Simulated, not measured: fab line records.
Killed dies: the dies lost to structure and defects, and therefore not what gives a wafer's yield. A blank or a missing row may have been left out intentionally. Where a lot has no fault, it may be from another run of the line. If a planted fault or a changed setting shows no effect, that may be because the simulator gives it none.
Which tool did it?	flow sky130	10 lots with 30 wafers sampled at 6 steps, on a route of 708 steps

WHAT THE GAUGES READ, wafer by wafer
SKY_FIELD_ISO_BOW_MEAS_00. Usual: INCOMING_BOW -1 um, standard deviation 6.5.
lot	measured	on	INCOMING_BOW (um)	flag
L953	day 1 15:02	film-metro-02	-1 -4 -1	
L955	day 2 01:01	film-metro-01	-7 -7 1	
L956	day 2 06:04	film-metro-04	0 -6 5	
L957	day 2 11:00	film-metro-01	1 2 15	
L965	day 4 03:02	film-metro-01	10 3 1	
L966	day 4 08:00	film-metro-01	-5 8 -4	
L971	day 5 09:04	film-metro-04	-1 -1 -8	
L972	day 5 14:02	film-metro-02	-1 -17 -5	
L973	day 5 19:01	film-metro-02	-2 9 7	
L974	day 6 00:00	film-metro-01	1 -6 7	

SKY_NWELL_THK_MEAS_02. Usual: NWELL_OXIDATION_THK 9.88 nm, standard deviation 0.18.
lot	measured	on	NWELL_OXIDATION_THK (nm)	flag
L953	day 3 05:41	film-metro-04	9.81 9.99 9.75	
L955	day 3 05:44	film-metro-04	9.53 9.74 9.66	
L956	day 3 20:08	film-metro-04	9.79 9.81 9.66	
L957	day 4 02:52	film-metro-04	10.00 9.89 9.72	
L965	day 5 11:28	film-metro-02	9.96 10.09 9.81	
L966	day 5 16:17	film-metro-03	9.71 9.61 9.75	
L971	day 6 18:21	film-metro-02	9.98 9.84 9.81	
L972	day 6 22:08	film-metro-03	10.14 9.95 10.01	
L973	day 7 01:58	film-metro-02	10.04 10.01 9.85	
L974	day 7 06:06	film-metro-04	9.41 9.51 9.44	

SKY_VT_ADJUST_LVTN_OVL_MEAS_18. Usual: VT_ADJUST_LVTN_01_OVL -0.3 nm, standard deviation 1.4.
lot	measured	on	VT_ADJUST_LVTN_01_OVL (nm)	flag
L953	day 8 14:38	overlay-02	-2.7 -2.1 -1.2	
L955	day 8 16:04	overlay-02	-1.0 0.8 1.1	
L956	day 9 09:18	overlay-01	-0.9 -2.4 -0.3	
L957	day 9 19:10	overlay-02	-2.9 -2.1 -1.6	
L965	day 11 13:44	overlay-01	1.9 3.1 -0.1	
L966	day 11 19:56	overlay-01	-1.9 -1.5 0.4	
L971	day 13 03:36	overlay-01	0.5 0.1 2.2	
L972	day 13 10:56	overlay-02	0.2 -0.5 -1.0	
L973	day 13 15:58	overlay-02	-0.8 1.0 -1.5	
L974	day 13 19:57	overlay-02	0.8 -0.7 -0.1	

SKY_CAPM_RS_MEAS_03: measurement is done with a four-point probe. Usual: CAPM_TIN_RS 6.89 ohm/sq, standard deviation 0.058.
lot	measured	on	CAPM_TIN_RS (ohm/sq)	flag
L953	day 37 12:41	film-metro-03	6.91 6.84 6.91	
L955	day 37 19:05	film-metro-03	6.84 6.88 6.77	
L956	day 38 03:45	film-metro-03	6.93 6.85 6.88	
L957	day 39 00:11	film-metro-04	6.91 6.82 6.94	
L965	day 40 17:50	film-metro-04	9.90 6.89 6.88	OFF
L966	day 40 20:32	film-metro-04	6.84 9.83 6.88	OFF
L971	day 42 05:58	film-metro-03	6.90 6.90 6.97	
L972	day 42 09:43	film-metro-02	6.86 6.93 6.93	
L973	day 42 13:33	film-metro-04	6.92 6.83 6.86	
L974	day 42 17:25	film-metro-02	6.80 6.90 6.93	

SKY_CAPM_THK_MEAS_04: measures by xrf. Usual: CAPM_TIN_THK 200.6 nm, standard deviation 1.8.
lot	measured	on	CAPM_TIN_THK (nm)	flag
L953	day 37 12:47	film-metro-03	200.7 202.3 201.4	
L955	day 37 19:11	film-metro-03	203.8 200.8 204.6	
L956	day 38 03:50	film-metro-03	198.8 201.7 199.7	
L957	day 39 00:19	film-metro-04	200.9 203.3 200.3	
L965	day 40 17:56	film-metro-04	141.8 201.2 201.1	OFF
L966	day 40 20:39	film-metro-04	202.5 142.4 201.4	OFF
L971	day 42 06:03	film-metro-03	199.1 199.3 198.6	
L972	day 42 09:49	film-metro-02	201.8 199.2 198.9	
L973	day 42 13:40	film-metro-04	199.6 201.6 200.6	
L974	day 42 17:32	film-metro-02	203.0 200.7 199.6	

WHICH TOOL RAN EACH LOT (tool, then ch and the chambers of the sampled wafers, then the start)
lot	SKY_CAPM_SPUTTER_02
L953	pvd-sputter-01, day 37 12:32
L955	pvd-sputter-01, day 37 18:57
L956	pvd-sputter-01, day 38 03:35
L957	pvd-sputter-01, day 39 00:05
L965	pvd-sputter-03, day 40 17:41
L966	pvd-sputter-03, day 40 20:25
L971	pvd-sputter-01, day 42 05:47
L972	pvd-sputter-01, day 42 09:34
L973	pvd-sputter-04, day 42 13:25
L974	pvd-sputter-01, day 42 17:19
- SKY_CAPM_SPUTTER_02: material TiN, target thk 200 nm, time 166.7 s.

AS READ BY THE TOOLS THEMSELVES (means over the sampled wafers that have a number; for cases with no such wafer, the mark the record gives instead)
SKY_CAPM_SPUTTER_02. Usual: chamber-pressure-pa 0.3999 Pa, standard deviation 0.00077; throttle-valve-pct 29.3 %, standard deviation 1.
lot	tool	chamber-pressure-pa (Pa)	throttle-valve-pct (%)	flag
L953	pvd-sputter-01	0.3996	29.2	
L955	pvd-sputter-01	0.3998	29.0	
L956	pvd-sputter-01	0.4005	29.5	
L957	pvd-sputter-01	0.4002	29.8	
L965	pvd-sputter-03	0.4003	28.8	
L966	pvd-sputter-03	0.4000	28.7	
L971	pvd-sputter-01	0.4005	29.0	
L972	pvd-sputter-01	0.3995	29.0	
L973	pvd-sputter-04	0.4003	29.7	
L974	pvd-sputter-01	0.3995	29.6	

THE ANSWER, worked out from the rows above alone
Rule: a lot counts as off when the mean over its wafers that have a number is more than 3 standard deviations away from the usual mean. Also off: a lot with no number at a reading for which 4 or more lots have one. Where the step has rows for the other lots, those lots are counted as sound. After the gauges, taken in route order, come the tools' own readings; for these a lot's mean is taken, as printed above. The first step at which some lot is off is used, and at that step the reading that is off furthest; a lot without a number counts as furthest.
Off: L965, L966, at SKY_CAPM_RS_MEAS_03 (CAPM_TIN_RS).
A tool fits if, at a process step before that reading, it ran every lot that is off, and no sound lot after the first of them. Gauges at SKY_CAPM_RS_MEAS_03: tried the same way as those tools. One candidate fits, namely pvd-sputter-03 at SKY_CAPM_SPUTTER_02. It ran no sound lot before its first lot that is off in this sample, so the start can't be narrowed down.

WHAT THE SIMULATOR HAD PUT IN
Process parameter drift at SKY_CAPM_SPUTTER_02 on pvd-sputter-03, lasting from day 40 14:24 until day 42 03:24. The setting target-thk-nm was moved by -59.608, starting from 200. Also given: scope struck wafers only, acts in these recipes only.
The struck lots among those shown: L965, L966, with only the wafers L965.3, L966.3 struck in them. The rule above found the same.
